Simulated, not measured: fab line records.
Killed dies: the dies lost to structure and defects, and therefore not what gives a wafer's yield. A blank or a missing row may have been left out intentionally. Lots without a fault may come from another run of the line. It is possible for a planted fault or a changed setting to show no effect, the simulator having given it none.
fab line records ; flow gf180mcu ; part 2 of 2: steps 32 to 40 of 40
[record] lots = 5; wafers = 15; lastDay = 33
route steps=602 shown M4@462 V4@476
lots untouched by any fault: they come from a run of this same line in which no faults occurred
startH: the number of hours between the record's first day and the start of the first shown wafer of the lot ; waitH: hours since the lot's step before ; " the same as in the row above ; L1.1+2: a row that stands for several wafers ; - no value, or no start was given ; * or withheld: withheld ; < > ~ a bound
route shown NAME@n: NAME is a module with steps in the file, n the number in the route of the first one ; usual: the fault-free wafers' mean and standard deviation ; same: alike in all rows ; chamber/n: place in a boat ; sites: each site's reading ; _std_site: their standard deviation ; _edge_site: mean of outer sites minus mean of inner sites ; radiusMm: how far each site lies from the wafer's centre ; mask NAME#n: copy n ; behind: the tool/chamber that last shaped the wafer ; hold: why the lot went on hold/how many hours it stayed there/how the hold came to an end ; device: names the non-switching transistor (n, p or np) ; end of line: at the end of the route, the tests of the same wafers ; where a step has no rows: the recipe by itself ; killed: dies lost to structure and defects at the first sort, not the wafer's yield ; map: a wafer's dies, x killed, . not, _ none there
set.NAME: setting as actually run; set.NAME@STEP: the setting as run at that earlier step ; model.NAME: the simulator's own value behind a step, which no gauge read
lots at selected steps of the route; one table per step, one row per wafer
services: from which hour (startH, from the record's first day; less than 0 if before it) a tool's chamber was out of use, for how many hours, and why
[[steps]]
[step GF_V4_ETCH_17]
[recipe] chemistry = C4F8/O2/Ar; maskMaterial = KrF; target = SiO2; stopOn = TiN; sourceW = 1500; biasW = 1200; pressureMtorr = 40; c4f8FlowSccm = withheld; O2_flow_sccm = 6; Ar_flow_sccm = 300; timeS = withheld; targetDepthA = 6300
[usual] biasW = 1200/3.3; chamberPressureMTorr = 40.00/0.035; oesProductAu = 0.856/0.0046
lot.wafer;tool;chamber;startH;waitH;biasW;chamberPressureMTorr;oesProductAu
L080.2;rieDiel-01;1;-;-;1199;39.92;0.861
L080.3;rieDiel-01;2;-;-;1192;39.95;0.853
L080.4;rieDiel-01;3;-;-;1200;39.95;0.857
L081.1;rieDiel-02;3;-;-;1198;39.94;0.858
L081.4;rieDiel-02;2;-;-;1198;39.99;0.853
L081.6;rieDiel-02;2;-;-;1196;39.97;0.856
L084.1;rieDiel-01;3;-;-;1202;40.02;0.856
L084.4;rieDiel-01;2;-;-;1200;39.99;0.857
L084.5;rieDiel-01;0;-;-;1198;39.95;0.847
L085.1;rieDiel-01;2;-;-;1204;40.01;0.854
L085.2;rieDiel-01;3;-;-;1201;39.98;0.864
L085.4;rieDiel-01;1;-;-;1199;39.97;0.856
L091.1;rieDiel-02;1;-;-;1199;39.97;0.861
L091.4;rieDiel-02;1;-;-;1198;40.00;0.857
L091.5;rieDiel-02;2;-;-;1201;39.98;0.862
[step GF_V4_STRIP_18]
[recipe] chemistry = O2/N2; powerW = 1400; pressureMtorr = 1500; platenTempC = 250; o2FlowSccm = 3000; n2FlowSccm = 300; overashFraction = 0.5
[usual] chamberPressureMTorr = 1500.1/1.5; drypumpMotorCurrentA = 5.90/0.28; heaterPowerW = 338/43; o2FlowSccm = 3000/9.6; oesProductAu = 0.593/0.0041
lot.wafer;tool;chamber;startH;waitH;chamberPressureMTorr;drypumpMotorCurrentA;heaterPowerW;o2FlowSccm;oesProductAu;rfHoursCounterH
L080.2;plasmaAsher-02;1;611.36;-;1500.0;6.12;344;3014;0.596;80
L080.3;plasmaAsher-02;0;611.36;-;1501.4;5.62;379;3018;0.585;-
L080.4;plasmaAsher-02;1;611.36;-;1497.7;6.14;336;3001;0.589;-
L081.1;plasmaAsher-02;0;627.52;-;1500.0;5.63;381;2996;0.591;81
L081.4;plasmaAsher-02;1;627.52;-;1500.9;6.14;335;3001;0.594;-
L081.6;plasmaAsher-02;0;627.52;-;1500.1;5.61;380;3002;0.599;-
L084.1;plasmaAsher-02;0;646.11;-;1496.7;5.63;390;2982;0.602;84
L084.4;plasmaAsher-02;0;646.11;-;1501.4;5.64;382;3001;0.593;-
L084.5;plasmaAsher-02;1;646.11;-;1498.0;6.14;333;3000;0.600;-
L085.1;plasmaAsher-02;1;651.17;-;1503.1;6.18;342;3001;0.592;84
L085.2;plasmaAsher-02;0;651.17;-;1499.0;5.63;386;2998;0.599;84
L085.4;plasmaAsher-02;0;651.17;-;1500.7;5.62;386;2999;0.596;-
L091.1;plasmaAsher-04;1;688.46;-;1499.1;6.07;391;3003;0.592;59
L091.4;plasmaAsher-04;1;688.46;-;1501.6;6.09;386;2994;0.596;-
L091.5;plasmaAsher-04;1;688.46;-;1501.1;6.07;398;2989;0.594;-
[step GF_V4_STRIP_19]
[recipe] chemistry = postEtchResidueRemover; timeS = 1200; tempC = 72.5
lot.wafer;tool;chamber;startH;waitH
L080.2+3+4;wetBench-01;3;611.46;0.1
L081.1+4+6;wetBench-01;1;627.62;0.1
L084.1+4+5;wetBench-03;2;646.21;0.1
L085.1+2+4;wetBench-01;0;651.27;0.1
L091.1+4+5;wetBench-01;2;688.56;0.1
[step GF_V4_CLEAN_20]
[recipe] chemistry = DIW; dry = n2Spin
lot.wafer;tool;chamber;startH;waitH
L080.2+3+4;wetBench-02;1;611.80;0.0
L081.1+4+6;wetBench-03;2;628.03;0.0
L084.1+4+5;wetBench-01;3;646.55;0.0
L085.1+2+4;wetBench-02;2;651.61;0.0
L091.1+4+5;wetBench-02;1;688.93;0.0
[step GF_V4_SPUTTER_21]
[recipe] material = Ti; targetThkNm = 15; chamberPressurePa = 5; powerW = 2500; substrateTempC = 200; timeS = 80.02
[usual] throttleValvePct = 30.3/0.89
lot.wafer;tool;chamber;startH;waitH;throttleValvePct
L080.2;pvdSputter-02;-;611.89;0.0;31.1
L080.3;pvdSputter-02;-;611.89;0.0;30.1
L080.4;pvdSputter-02;-;611.89;0.0;31.7
L081.1;pvdSputter-01;-;628.12;0.0;29.5
L081.4;pvdSputter-01;-;628.12;0.0;30.1
L081.6;pvdSputter-01;-;628.12;0.0;30.2
L084.1;pvdSputter-04;-;646.64;0.0;29.8
L084.4;pvdSputter-04;-;646.64;0.0;31.2
L084.5;pvdSputter-04;-;646.64;0.0;29.8
L085.1;pvdSputter-04;-;651.71;0.0;29.1
L085.2;pvdSputter-04;-;651.71;0.0;31.3
L085.4;pvdSputter-04;-;651.71;0.0;31.3
L091.1;pvdSputter-01;-;689.02;0.0;30.1
L091.4;pvdSputter-01;-;689.02;0.0;29.6
L091.5;pvdSputter-01;-;689.02;0.0;30.0
[step GF_V4_SPUTTER_22]
[recipe] material = TiN; targetThkNm = 10; chamberPressurePa = 5; powerW = 4000; timeS = 40
[usual] throttleValvePct = 30.3/0.91
lot.wafer;tool;chamber;startH;waitH;throttleValvePct
L080.2;pvdSputter-02;-;611.95;0.0;31.1
L080.3;pvdSputter-02;-;611.95;0.0;30.0
L080.4;pvdSputter-02;-;611.95;0.0;31.5
L081.1;pvdSputter-01;-;628.18;0.0;29.3
L081.4;pvdSputter-01;-;628.18;0.0;29.7
L081.6;pvdSputter-01;-;628.18;0.0;30.2
L084.1;pvdSputter-04;-;646.70;0.0;29.7
L084.4;pvdSputter-04;-;646.70;0.0;31.1
L084.5;pvdSputter-04;-;646.70;0.0;29.9
L085.1;pvdSputter-04;-;651.77;0.0;28.9
L085.2;pvdSputter-04;-;651.77;0.0;31.2
L085.4;pvdSputter-04;-;651.77;0.0;31.5
L091.1;pvdSputter-01;-;689.08;0.0;30.1
L091.4;pvdSputter-01;-;689.08;0.0;29.6
L091.5;pvdSputter-01;-;689.08;0.0;30.2
[step GF_V4_CVD_23]
[recipe] material = W; targetThkNm = 350; timeS = 104.9; tempC = 400; pressureTorr = 40
[usual] heaterPowerW = 877/97
lot.wafer;tool;chamber;startH;waitH;heaterPowerW
L080.2;cvdW-02;0;611.99;0.0;1025
L080.3;cvdW-02;1;611.99;0.0;816
L080.4;cvdW-02;0;611.99;0.0;1048
L081.1;cvdW-02;1;628.22;0.0;813
L081.4;cvdW-02;0;628.22;0.0;1015
L081.6;cvdW-02;1;628.22;0.0;833
L084.1;cvdW-02;0;646.74;0.0;1044
L084.4;cvdW-02;0;646.74;0.0;1032
L084.5;cvdW-02;0;646.74;0.0;987
L085.1;cvdW-01;0;651.81;0.0;781
L085.2;cvdW-01;1;651.81;0.0;805
L085.4;cvdW-01;0;651.81;0.0;797
L091.1;cvdW-02;1;689.12;0.0;828
L091.4;cvdW-02;0;689.12;0.0;1048
L091.5;cvdW-02;0;689.12;0.0;1036
[step GF_V4_RS_MEAS_24]
[recipe] thkMeasGauge = four-point-probe; reads = W_of_V4_CVD_23+TiN_of_V4_SPUTTER_22+Ti_of_V4_SPUTTER_21
[usual] V4_W_RS = 0.329/0.0047
lot.wafer;tool;chamber;startH;waitH;V4_W_RS[ohm/sq]
L080.2;filmMetro-04;-;612.12;0.1;0.333
L080.3;filmMetro-04;-;612.12;0.1;0.329
L080.4;filmMetro-04;-;612.12;0.1;0.334
L081.1;filmMetro-04;-;628.33;0.1;0.334
L081.4;filmMetro-04;-;628.33;0.1;0.330
L081.6;filmMetro-04;-;628.33;0.1;0.327
L084.1;filmMetro-01;-;646.85;0.1;0.333
L084.4;filmMetro-01;-;646.85;0.1;0.329
L084.5;filmMetro-01;-;646.85;0.1;0.335
L085.1;filmMetro-02;-;651.92;0.1;0.330
L085.2;filmMetro-02;-;651.92;0.1;0.328
L085.4;filmMetro-02;-;651.92;0.1;0.332
L091.1;filmMetro-01;-;689.23;0.1;0.328
L091.4;filmMetro-01;-;689.23;0.1;0.324
L091.5;filmMetro-01;-;689.23;0.1;0.326
[step GF_V4_THK_MEAS_25]
[recipe] thkMeasGauge = xrf; reads = W_of_V4_CVD_23
[usual] V4_W_THK = 353/5.9
lot.wafer;tool;chamber;startH;waitH;V4_W_THK[nm]
L080.2;filmMetro-04;-;612.23;0.1;344
L080.3;filmMetro-04;-;612.23;0.1;350
L080.4;filmMetro-04;-;612.23;0.1;344
L081.1;filmMetro-04;-;628.45;0.1;347
L081.4;filmMetro-04;-;628.45;0.1;350
L081.6;filmMetro-04;-;628.45;0.1;355
L084.1;filmMetro-01;-;646.97;0.1;346
L084.4;filmMetro-01;-;646.97;0.1;351
L084.5;filmMetro-01;-;646.97;0.1;346
L085.1;filmMetro-02;-;652.04;0.1;353
L085.2;filmMetro-02;-;652.04;0.1;357
L085.4;filmMetro-02;-;652.04;0.1;351
L091.1;filmMetro-01;-;689.35;0.1;357
L091.4;filmMetro-01;-;689.35;0.1;363
L091.5;filmMetro-01;-;689.35;0.1;359
[[services]]
tool;chamber;startH;hours;kind
rieDiel-02;1;561.64;5.3;repair
krfScanner-02;-;581.21;1.0;pm
krfScanner-02;-;582.43;4.4;pm
cmp-02;-;590.11;5.5;pm
pvdSputter-04;-;590.88;3.8;repair
pecvd-01;-;591.12;14.0;pm
krfScanner-02;-;593.01;0.8;pm
wetBench-02;-;601.76;2.3;repair
plasmaAsher-02;-;606.16;3.8;repair
hdpcvd-01;-;616.36;2.8;pm
hdpcvd-01;-;633.76;1.5;repair
krfScanner-01;-;634.31;1.0;pm
krfScanner-02;-;649.35;1.3;pm
cmp-02;-;651.86;0.5;repair
krfScanner-01;-;653.23;4.0;pm
cmp-02;-;653.28;4.9;pm
rieDiel-01;1;656.38;6.1;repair
krfScanner-01;-;658.38;0.8;pm
rieDiel-01;-;666.03;1.0;repair
pecvd-01;-;666.65;2.8;pm
plasmaAsher-02;-;669.00;0.5;repair
hdpcvd-01;-;671.38;3.1;repair
cmp-02;-;674.08;1.4;repair
hdpcvd-01;-;678.47;5.5;pm
